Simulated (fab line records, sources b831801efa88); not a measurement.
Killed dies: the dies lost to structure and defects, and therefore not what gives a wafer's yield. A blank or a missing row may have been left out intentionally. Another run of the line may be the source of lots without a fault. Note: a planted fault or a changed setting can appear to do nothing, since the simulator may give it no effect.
fab line records / flow gf180mcu / part 2 of 2: steps 25 to 34 of 34
[record] lots = 5 wafers = 15 last-day = 34
route steps=602 shown V2@388 M3@409
lots that met no fault: from a run of the same line without faults
start-h: hours from the record's opening day to when the first of the lot's shown wafers began / wait-h: hours elapsed since this lot's preceding step / " identical to the entry in the row above / L1.1+2: one row covering several wafers at once / - no value present, or no start provided / * or withheld: withheld / < > ~ a bound
route shown NAME@n: a module of which the file shows steps, and the number in the route of the first / usual: mean/standard deviation taken from wafers without a fault / same: alike in all rows / chamber/n: place in a boat / sites: per-site readings / _std_site: the standard deviation of these / _edge_site: mean of outer sites minus mean of inner sites / radius-mm: for every site, how far away it sits from the centre of the wafer / mask NAME#n: copy n / behind: the most recent tool/chamber to have shaped the wafer / hold: why the lot went on hold/how many hours it stayed there/how the hold came to an end / device: the n, p or np transistor that did not switch / end of line: at the end of the route, the tests of the same wafers / where a step has no rows: the recipe by itself / killed: not the wafer's yield, but the dies lost to structure and defects at the first sort / map: dies across one wafer; x = killed, . = not, _ = none there
set.NAME: the setting that was run; set.NAME@STEP: the one run at that earlier step / model.NAME: the simulator's own value behind a step, which no gauge read
lots at selected steps of the route; one table per step, one row per wafer
services: the hour from which a tool's chamber was out of use, counted from the record's first day as start-h (under 0 if before that day), plus the number of hours and why
[[steps]]
[step GF_M3_SPUTTER_03]
[recipe] material = Ti target-thk-nm = 10 substrate-temp-c = 300 chamber-pressure-pa = 0.3 power-w = 3000 time-s = 6.7
[usual] throttle-valve-pct = 29.6/1.1
lot.wafer=L080.1 tool=pvd-sputter-04 chamber=- start-h=515.98 wait-h=0.0 throttle-valve-pct=29.2
lot.wafer=L080.2 tool=pvd-sputter-04 chamber=- start-h=515.98 wait-h=0.0 throttle-valve-pct=27.9
lot.wafer=L080.6 tool=pvd-sputter-04 chamber=- start-h=515.98 wait-h=0.0 throttle-valve-pct=30.6
lot.wafer=L081.1 tool=pvd-sputter-04 chamber=- start-h=528.93 wait-h=0.0 throttle-valve-pct=29.2
lot.wafer=L081.3 tool=pvd-sputter-04 chamber=- start-h=528.93 wait-h=0.0 throttle-valve-pct=28.1
lot.wafer=L081.4 tool=pvd-sputter-04 chamber=- start-h=528.93 wait-h=0.0 throttle-valve-pct=30.7
lot.wafer=L088.2 tool=pvd-sputter-03 chamber=- start-h=583.19 wait-h=0.0 throttle-valve-pct=30.0
lot.wafer=L088.4 tool=pvd-sputter-03 chamber=- start-h=583.19 wait-h=0.0 throttle-valve-pct=30.1
lot.wafer=L088.6 tool=pvd-sputter-03 chamber=- start-h=583.19 wait-h=0.0 throttle-valve-pct=28.6
lot.wafer=L095.1 tool=pvd-sputter-02 chamber=- start-h=638.36 wait-h=0.0 throttle-valve-pct=30.4
lot.wafer=L095.2 tool=pvd-sputter-02 chamber=- start-h=638.36 wait-h=0.0 throttle-valve-pct=29.7
lot.wafer=L095.3 tool=pvd-sputter-02 chamber=- start-h=638.36 wait-h=0.0 throttle-valve-pct=31.3
lot.wafer=L096.1 tool=pvd-sputter-03 chamber=- start-h=646.69 wait-h=0.0 throttle-valve-pct=30.4
lot.wafer=L096.4 tool=pvd-sputter-03 chamber=- start-h=646.69 wait-h=0.0 throttle-valve-pct=29.9
lot.wafer=L096.5 tool=pvd-sputter-03 chamber=- start-h=646.69 wait-h=0.0 throttle-valve-pct=29.9
[step GF_M3_SPUTTER_04]
[recipe] material = TiN target-thk-nm = 50 power-w = 6500 time-s = 41.7 chamber-pressure-pa = 0.4
[usual] throttle-valve-pct = 29.7/1.1
lot.wafer=L080.1 tool=pvd-sputter-04 chamber=- start-h=516.00 wait-h=0.0 throttle-valve-pct=29.6
lot.wafer=L080.2 tool=pvd-sputter-04 chamber=- start-h=516.00 wait-h=0.0 throttle-valve-pct=28.1
lot.wafer=L080.6 tool=pvd-sputter-04 chamber=- start-h=516.00 wait-h=0.0 throttle-valve-pct=31.1
lot.wafer=L081.1 tool=pvd-sputter-04 chamber=- start-h=528.95 wait-h=0.0 throttle-valve-pct=29.2
lot.wafer=L081.3 tool=pvd-sputter-04 chamber=- start-h=528.95 wait-h=0.0 throttle-valve-pct=27.9
lot.wafer=L081.4 tool=pvd-sputter-04 chamber=- start-h=528.95 wait-h=0.0 throttle-valve-pct=31.0
lot.wafer=L088.2 tool=pvd-sputter-03 chamber=- start-h=583.21 wait-h=0.0 throttle-valve-pct=29.8
lot.wafer=L088.4 tool=pvd-sputter-03 chamber=- start-h=583.21 wait-h=0.0 throttle-valve-pct=29.9
lot.wafer=L088.6 tool=pvd-sputter-03 chamber=- start-h=583.21 wait-h=0.0 throttle-valve-pct=28.5
lot.wafer=L095.1 tool=pvd-sputter-02 chamber=- start-h=638.38 wait-h=0.0 throttle-valve-pct=30.1
lot.wafer=L095.2 tool=pvd-sputter-02 chamber=- start-h=638.38 wait-h=0.0 throttle-valve-pct=29.6
lot.wafer=L095.3 tool=pvd-sputter-02 chamber=- start-h=638.38 wait-h=0.0 throttle-valve-pct=31.5
lot.wafer=L096.1 tool=pvd-sputter-03 chamber=- start-h=646.71 wait-h=0.0 throttle-valve-pct=30.1
lot.wafer=L096.4 tool=pvd-sputter-03 chamber=- start-h=646.71 wait-h=0.0 throttle-valve-pct=30.0
lot.wafer=L096.5 tool=pvd-sputter-03 chamber=- start-h=646.71 wait-h=0.0 throttle-valve-pct=29.7
[step GF_M3_RS_MEAS_05]
[recipe] thk-meas-gauge = four-point-probe reads = TiN_of_M3_SPUTTER_04+Ti_of_M3_SPUTTER_03+AlCu_of_M3_SPUTTER_02+TiN_of_M3_SPUTTER_01+Ti_of_M3_SPUTTER_00
[usual] M3_ALCU_RS = 0.0692/0.00071
lot.wafer=L080.1 tool=film-metro-02 chamber=- start-h=516.04 wait-h=0.0 M3_ALCU_RS[ohm/sq]=0.0685
lot.wafer=L080.2 tool=film-metro-02 chamber=- start-h=516.04 wait-h=0.0 M3_ALCU_RS[ohm/sq]=0.0681
lot.wafer=L080.6 tool=film-metro-02 chamber=- start-h=516.04 wait-h=0.0 M3_ALCU_RS[ohm/sq]=0.0686
lot.wafer=L081.1 tool=film-metro-03 chamber=- start-h=528.99 wait-h=0.0 M3_ALCU_RS[ohm/sq]=0.0690
lot.wafer=L081.3 tool=film-metro-03 chamber=- start-h=528.99 wait-h=0.0 M3_ALCU_RS[ohm/sq]=0.0695
lot.wafer=L081.4 tool=film-metro-03 chamber=- start-h=528.99 wait-h=0.0 M3_ALCU_RS[ohm/sq]=0.0692
lot.wafer=L088.2 tool=film-metro-04 chamber=- start-h=583.27 wait-h=0.0 M3_ALCU_RS[ohm/sq]=0.0697
lot.wafer=L088.4 tool=film-metro-04 chamber=- start-h=583.27 wait-h=0.0 M3_ALCU_RS[ohm/sq]=0.0701
lot.wafer=L088.6 tool=film-metro-04 chamber=- start-h=583.27 wait-h=0.0 M3_ALCU_RS[ohm/sq]=0.0696
lot.wafer=L095.1 tool=film-metro-02 chamber=- start-h=638.42 wait-h=0.0 M3_ALCU_RS[ohm/sq]=0.0689
lot.wafer=L095.2 tool=film-metro-02 chamber=- start-h=638.42 wait-h=0.0 M3_ALCU_RS[ohm/sq]=0.0690
lot.wafer=L095.3 tool=film-metro-02 chamber=- start-h=638.42 wait-h=0.0 M3_ALCU_RS[ohm/sq]=0.0693
lot.wafer=L096.1 tool=film-metro-02 chamber=- start-h=646.75 wait-h=0.0 M3_ALCU_RS[ohm/sq]=0.0691
lot.wafer=L096.4 tool=film-metro-02 chamber=- start-h=646.75 wait-h=0.0 M3_ALCU_RS[ohm/sq]=0.0693
lot.wafer=L096.5 tool=film-metro-02 chamber=- start-h=646.75 wait-h=0.0 M3_ALCU_RS[ohm/sq]=0.0691
[step GF_M3_THK_MEAS_06]
[recipe] thk-meas-gauge = xrf reads = AlCu_of_M3_SPUTTER_02
[usual] M3_ALCU_THK = 454/4.9
lot.wafer=L080.1 tool=film-metro-02 chamber=- start-h=516.16 wait-h=0.1 M3_ALCU_THK[nm]=460
lot.wafer=L080.2 tool=film-metro-02 chamber=- start-h=516.16 wait-h=0.1 M3_ALCU_THK[nm]=461
lot.wafer=L080.6 tool=film-metro-02 chamber=- start-h=516.16 wait-h=0.1 M3_ALCU_THK[nm]=460
lot.wafer=L081.1 tool=film-metro-03 chamber=- start-h=529.11 wait-h=0.1 M3_ALCU_THK[nm]=459
lot.wafer=L081.3 tool=film-metro-03 chamber=- start-h=529.11 wait-h=0.1 M3_ALCU_THK[nm]=453
lot.wafer=L081.4 tool=film-metro-03 chamber=- start-h=529.11 wait-h=0.1 M3_ALCU_THK[nm]=457
lot.wafer=L088.2 tool=film-metro-04 chamber=- start-h=583.38 wait-h=0.1 M3_ALCU_THK[nm]=447
lot.wafer=L088.4 tool=film-metro-04 chamber=- start-h=583.38 wait-h=0.1 M3_ALCU_THK[nm]=449
lot.wafer=L088.6 tool=film-metro-04 chamber=- start-h=583.38 wait-h=0.1 M3_ALCU_THK[nm]=452
lot.wafer=L095.1 tool=film-metro-02 chamber=- start-h=638.54 wait-h=0.1 M3_ALCU_THK[nm]=457
lot.wafer=L095.2 tool=film-metro-02 chamber=- start-h=638.54 wait-h=0.1 M3_ALCU_THK[nm]=456
lot.wafer=L095.3 tool=film-metro-02 chamber=- start-h=638.54 wait-h=0.1 M3_ALCU_THK[nm]=454
lot.wafer=L096.1 tool=film-metro-02 chamber=- start-h=646.87 wait-h=0.1 M3_ALCU_THK[nm]=458
lot.wafer=L096.4 tool=film-metro-02 chamber=- start-h=646.87 wait-h=0.1 M3_ALCU_THK[nm]=456
lot.wafer=L096.5 tool=film-metro-02 chamber=- start-h=646.87 wait-h=0.1 M3_ALCU_THK[nm]=458
[step GF_M3_DEHYDRATE_07]
[recipe] temp-c = 200 time-s = 60
[usual] exhaust-pa = 44.7/0.83
lot.wafer=L080.1 tool=litho-track-02 chamber=0 start-h=527.26 wait-h=11.1 exhaust-pa=45.1
lot.wafer=L080.2 tool=litho-track-02 chamber=0 start-h=527.26 wait-h=11.1 exhaust-pa=44.3
lot.wafer=L080.6 tool=litho-track-02 chamber=0 start-h=527.26 wait-h=11.1 exhaust-pa=44.1
lot.wafer=L081.1 tool=litho-track-04 chamber=0 start-h=540.11 wait-h=11.0 exhaust-pa=44.2
lot.wafer=L081.3 tool=litho-track-04 chamber=0 start-h=540.11 wait-h=11.0 exhaust-pa=44.1
lot.wafer=L081.4 tool=litho-track-04 chamber=0 start-h=540.11 wait-h=11.0 exhaust-pa=44.9
lot.wafer=L088.2 tool=litho-track-02 chamber=0 start-h=593.03 wait-h=9.6 exhaust-pa=45.1
lot.wafer=L088.4 tool=litho-track-02 chamber=0 start-h=593.03 wait-h=9.6 exhaust-pa=44.9
lot.wafer=L088.6 tool=litho-track-02 chamber=0 start-h=593.03 wait-h=9.6 exhaust-pa=42.7
lot.wafer=L095.1 tool=litho-track-04 chamber=0 start-h=647.91 wait-h=9.4 exhaust-pa=46.6
lot.wafer=L095.2 tool=litho-track-04 chamber=0 start-h=647.91 wait-h=9.4 exhaust-pa=44.9
lot.wafer=L095.3 tool=litho-track-04 chamber=0 start-h=647.91 wait-h=9.4 exhaust-pa=43.9
lot.wafer=L096.1 tool=litho-track-02 chamber=0 start-h=656.06 wait-h=9.2 exhaust-pa=45.3
lot.wafer=L096.4 tool=litho-track-02 chamber=0 start-h=656.06 wait-h=9.2 exhaust-pa=44.9
lot.wafer=L096.5 tool=litho-track-02 chamber=0 start-h=656.06 wait-h=9.2 exhaust-pa=46.4
[step GF_M3_HMDS_08]
[recipe] prime-time-s = 60 prime-temp-c = 120
[usual] exhaust-pa = 44.9/0.84
lot.wafer=L080.1 tool=litho-track-02 chamber=0 start-h=527.41 wait-h=0.1 exhaust-pa=46.2
lot.wafer=L080.2 tool=litho-track-02 chamber=0 start-h=527.41 wait-h=0.1 exhaust-pa=46.1
lot.wafer=L080.6 tool=litho-track-02 chamber=0 start-h=527.41 wait-h=0.1 exhaust-pa=45.3
lot.wafer=L081.1 tool=litho-track-04 chamber=0 start-h=540.26 wait-h=0.1 exhaust-pa=46.1
lot.wafer=L081.3 tool=litho-track-04 chamber=0 start-h=540.26 wait-h=0.1 exhaust-pa=44.8
lot.wafer=L081.4 tool=litho-track-04 chamber=0 start-h=540.26 wait-h=0.1 exhaust-pa=45.3
lot.wafer=L088.2 tool=litho-track-02 chamber=0 start-h=593.18 wait-h=0.1 exhaust-pa=44.1
lot.wafer=L088.4 tool=litho-track-02 chamber=0 start-h=593.18 wait-h=0.1 exhaust-pa=44.4
lot.wafer=L088.6 tool=litho-track-02 chamber=0 start-h=593.18 wait-h=0.1 exhaust-pa=44.6
lot.wafer=L095.1 tool=litho-track-04 chamber=0 start-h=648.06 wait-h=0.1 exhaust-pa=45.6
lot.wafer=L095.2 tool=litho-track-04 chamber=0 start-h=648.06 wait-h=0.1 exhaust-pa=45.3
lot.wafer=L095.3 tool=litho-track-04 chamber=0 start-h=648.06 wait-h=0.1 exhaust-pa=44.4
lot.wafer=L096.1 tool=litho-track-02 chamber=0 start-h=656.21 wait-h=0.1 exhaust-pa=45.5
lot.wafer=L096.4 tool=litho-track-02 chamber=0 start-h=656.21 wait-h=0.1 exhaust-pa=45.2
lot.wafer=L096.5 tool=litho-track-02 chamber=0 start-h=656.21 wait-h=0.1 exhaust-pa=45.7
[step GF_M3_COAT_09]
[recipe] resist = KrF spin-rpm = withheld resist-thk-nm = 1000
[usual] exhaust-pa = 45.2/0.76
lot.wafer=L080.1 tool=litho-track-02 chamber=0 start-h=527.56 wait-h=0.1 exhaust-pa=45.2
lot.wafer=L080.2 tool=litho-track-02 chamber=0 start-h=527.56 wait-h=0.1 exhaust-pa=44.9
lot.wafer=L080.6 tool=litho-track-02 chamber=0 start-h=527.56 wait-h=0.1 exhaust-pa=44.3
lot.wafer=L081.1 tool=litho-track-04 chamber=0 start-h=540.41 wait-h=0.1 exhaust-pa=45.0
lot.wafer=L081.3 tool=litho-track-04 chamber=0 start-h=540.41 wait-h=0.1 exhaust-pa=45.5
lot.wafer=L081.4 tool=litho-track-04 chamber=0 start-h=540.41 wait-h=0.1 exhaust-pa=45.3
lot.wafer=L088.2 tool=litho-track-02 chamber=0 start-h=593.33 wait-h=0.1 exhaust-pa=45.7
lot.wafer=L088.4 tool=litho-track-02 chamber=0 start-h=593.33 wait-h=0.1 exhaust-pa=44.7
lot.wafer=L088.6 tool=litho-track-02 chamber=0 start-h=593.33 wait-h=0.1 exhaust-pa=45.5
lot.wafer=L095.1 tool=litho-track-04 chamber=0 start-h=648.21 wait-h=0.1 exhaust-pa=45.0
lot.wafer=L095.2 tool=litho-track-04 chamber=0 start-h=648.21 wait-h=0.1 exhaust-pa=44.9
lot.wafer=L095.3 tool=litho-track-04 chamber=0 start-h=648.21 wait-h=0.1 exhaust-pa=44.7
lot.wafer=L096.1 tool=litho-track-02 chamber=0 start-h=656.36 wait-h=0.1 exhaust-pa=45.9
lot.wafer=L096.4 tool=litho-track-02 chamber=0 start-h=656.36 wait-h=0.1 exhaust-pa=44.8
lot.wafer=L096.5 tool=litho-track-02 chamber=0 start-h=656.36 wait-h=0.1 exhaust-pa=45.0
[step GF_M3_SOFTBAKE_10]
[recipe] temp-c = 130 time-s = 60 resist = KrF
[usual] exhaust-pa = 45.1/0.87
lot.wafer=L080.1 tool=litho-track-02 chamber=0 start-h=527.71 wait-h=0.1 exhaust-pa=44.4
lot.wafer=L080.2 tool=litho-track-02 chamber=0 start-h=527.71 wait-h=0.1 exhaust-pa=44.4
lot.wafer=L080.6 tool=litho-track-02 chamber=0 start-h=527.71 wait-h=0.1 exhaust-pa=46.1
lot.wafer=L081.1 tool=litho-track-04 chamber=0 start-h=540.56 wait-h=0.1 exhaust-pa=45.1
lot.wafer=L081.3 tool=litho-track-04 chamber=0 start-h=540.56 wait-h=0.1 exhaust-pa=44.4
lot.wafer=L081.4 tool=litho-track-04 chamber=0 start-h=540.56 wait-h=0.1 exhaust-pa=45.6
lot.wafer=L088.2 tool=litho-track-02 chamber=0 start-h=593.48 wait-h=0.1 exhaust-pa=44.3
lot.wafer=L088.4 tool=litho-track-02 chamber=0 start-h=593.48 wait-h=0.1 exhaust-pa=44.1
lot.wafer=L088.6 tool=litho-track-02 chamber=0 start-h=593.48 wait-h=0.1 exhaust-pa=43.7
lot.wafer=L095.1 tool=litho-track-04 chamber=0 start-h=648.36 wait-h=0.1 exhaust-pa=44.1
lot.wafer=L095.2 tool=litho-track-04 chamber=0 start-h=648.36 wait-h=0.1 exhaust-pa=43.7
lot.wafer=L095.3 tool=litho-track-04 chamber=0 start-h=648.36 wait-h=0.1 exhaust-pa=43.7
lot.wafer=L096.1 tool=litho-track-02 chamber=0 start-h=656.51 wait-h=0.1 exhaust-pa=44.8
lot.wafer=L096.4 tool=litho-track-02 chamber=0 start-h=656.51 wait-h=0.1 exhaust-pa=44.2
lot.wafer=L096.5 tool=litho-track-02 chamber=0 start-h=656.51 wait-h=0.1 exhaust-pa=44.8
[step GF_M3_EXPOSE_11]
[recipe] mask-id = Metal3 target-cd-nm = 280 na = 0.68 source-shape = conventional sigma-outer = 0.6 dose-mj = 28
[usual] exposure-dose-mJ-cm2 = 28.05/0.11
lot.wafer=L080.1 tool=krf-scanner-02 chamber=0 start-h=- wait-h=- mask=Metal3#0 exposure-dose-mJ-cm2=27.99
lot.wafer=L080.2 tool=krf-scanner-02 chamber=0 start-h=- wait-h=- mask=Metal3#0 exposure-dose-mJ-cm2=27.99
lot.wafer=L080.6 tool=krf-scanner-02 chamber=0 start-h=- wait-h=- mask=Metal3#0 exposure-dose-mJ-cm2=27.94
lot.wafer=L081.1 tool=krf-scanner-02 chamber=0 start-h=- wait-h=- mask=Metal3#0 exposure-dose-mJ-cm2=27.92
lot.wafer=L081.3 tool=krf-scanner-02 chamber=0 start-h=- wait-h=- mask=Metal3#0 exposure-dose-mJ-cm2=27.97
lot.wafer=L081.4 tool=krf-scanner-02 chamber=0 start-h=- wait-h=- mask=Metal3#0 exposure-dose-mJ-cm2=27.93
lot.wafer=L088.2 tool=krf-scanner-01 chamber=0 start-h=- wait-h=- mask=Metal3#0 exposure-dose-mJ-cm2=28.22
lot.wafer=L088.4 tool=krf-scanner-01 chamber=0 start-h=- wait-h=- mask=Metal3#0 exposure-dose-mJ-cm2=28.19
lot.wafer=L088.6 tool=krf-scanner-01 chamber=0 start-h=- wait-h=- mask=Metal3#0 exposure-dose-mJ-cm2=28.17
lot.wafer=L095.1 tool=krf-scanner-02 chamber=0 start-h=- wait-h=- mask=Metal3#0 exposure-dose-mJ-cm2=27.95
lot.wafer=L095.2 tool=krf-scanner-02 chamber=0 start-h=- wait-h=- mask=Metal3#0 exposure-dose-mJ-cm2=27.94
lot.wafer=L095.3 tool=krf-scanner-02 chamber=0 start-h=- wait-h=- mask=Metal3#0 exposure-dose-mJ-cm2=27.95
lot.wafer=L096.1 tool=krf-scanner-02 chamber=0 start-h=- wait-h=- mask=Metal3#0 exposure-dose-mJ-cm2=28.00
lot.wafer=L096.4 tool=krf-scanner-02 chamber=0 start-h=- wait-h=- mask=Metal3#0 exposure-dose-mJ-cm2=27.98
lot.wafer=L096.5 tool=krf-scanner-02 chamber=0 start-h=- wait-h=- mask=Metal3#0 exposure-dose-mJ-cm2=28.02
[step GF_M3_PEB_12]
[recipe] peb-temp-c = 135 peb-time-s = 90 resist = KrF
[usual] exhaust-pa = 45.0/0.99
lot.wafer=L080.1 tool=litho-track-04 chamber=0 start-h=- wait-h=- exhaust-pa=44.6
lot.wafer=L080.2 tool=litho-track-04 chamber=0 start-h=- wait-h=- exhaust-pa=46.1
lot.wafer=L080.6 tool=litho-track-04 chamber=0 start-h=- wait-h=- exhaust-pa=45.3
lot.wafer=L081.1 tool=litho-track-04 chamber=0 start-h=- wait-h=- exhaust-pa=44.0
lot.wafer=L081.3 tool=litho-track-04 chamber=0 start-h=- wait-h=- exhaust-pa=46.0
lot.wafer=L081.4 tool=litho-track-04 chamber=0 start-h=- wait-h=- exhaust-pa=45.0
lot.wafer=L088.2 tool=litho-track-01 chamber=0 start-h=- wait-h=- exhaust-pa=45.2
lot.wafer=L088.4 tool=litho-track-01 chamber=0 start-h=- wait-h=- exhaust-pa=46.3
lot.wafer=L088.6 tool=litho-track-01 chamber=0 start-h=- wait-h=- exhaust-pa=45.4
lot.wafer=L095.1 tool=litho-track-04 chamber=0 start-h=- wait-h=- exhaust-pa=44.9
lot.wafer=L095.2 tool=litho-track-04 chamber=0 start-h=- wait-h=- exhaust-pa=44.8
lot.wafer=L095.3 tool=litho-track-04 chamber=0 start-h=- wait-h=- exhaust-pa=45.2
lot.wafer=L096.1 tool=litho-track-02 chamber=0 start-h=- wait-h=- exhaust-pa=46.4
lot.wafer=L096.4 tool=litho-track-02 chamber=0 start-h=- wait-h=- exhaust-pa=44.6
lot.wafer=L096.5 tool=litho-track-02 chamber=0 start-h=- wait-h=- exhaust-pa=45.3
[[services]]
tool=cmp-01 chamber=- start-h=478.74 hours=3.7 kind=pm
tool=krf-scanner-01 chamber=- start-h=480.32 hours=1.3 kind=pm
tool=rie-diel-01 chamber=1 start-h=484.07 hours=8.2 kind=repair
tool=wet-bench-01 chamber=- start-h=491.24 hours=1.1 kind=repair
tool=wet-bench-04 chamber=- start-h=500.41 hours=1.4 kind=repair
tool=rie-diel-01 chamber=- start-h=521.00 hours=14.6 kind=pm
tool=pvd-sputter-03 chamber=- start-h=529.51 hours=9.7 kind=repair
tool=cvd-w-01 chamber=- start-h=532.36 hours=0.6 kind=repair
tool=krf-scanner-01 chamber=- start-h=538.77 hours=2.1 kind=repair
tool=krf-scanner-01 chamber=- start-h=541.09 hours=1.0 kind=pm
tool=krf-scanner-02 chamber=- start-h=542.13 hours=1.0 kind=pm
tool=krf-scanner-02 chamber=- start-h=552.29 hours=4.4 kind=pm
tool=krf-scanner-02 chamber=- start-h=556.67 hours=0.8 kind=pm
tool=rie-diel-01 chamber=1 start-h=588.50 hours=3.7 kind=repair
tool=krf-scanner-01 chamber=- start-h=589.18 hours=0.8 kind=pm
tool=krf-scanner-02 chamber=- start-h=594.30 hours=3.6 kind=pm
tool=cvd-w-01 chamber=- start-h=597.07 hours=6.0 kind=pm
tool=krf-scanner-02 chamber=- start-h=608.65 hours=1.0 kind=repair
tool=pvd-sputter-02 chamber=- start-h=620.63 hours=1.9 kind=repair
tool=krf-scanner-02 chamber=- start-h=630.20 hours=1.3 kind=pm
tool=krf-scanner-01 chamber=- start-h=638.86 hours=0.4 kind=repair
tool=krf-scanner-02 chamber=- start-h=642.89 hours=0.2 kind=repair
tool=plasma-asher-03 chamber=- start-h=653.94 hours=0.3 kind=repair
tool=krf-scanner-01 chamber=- start-h=656.22 hours=1.3 kind=pm
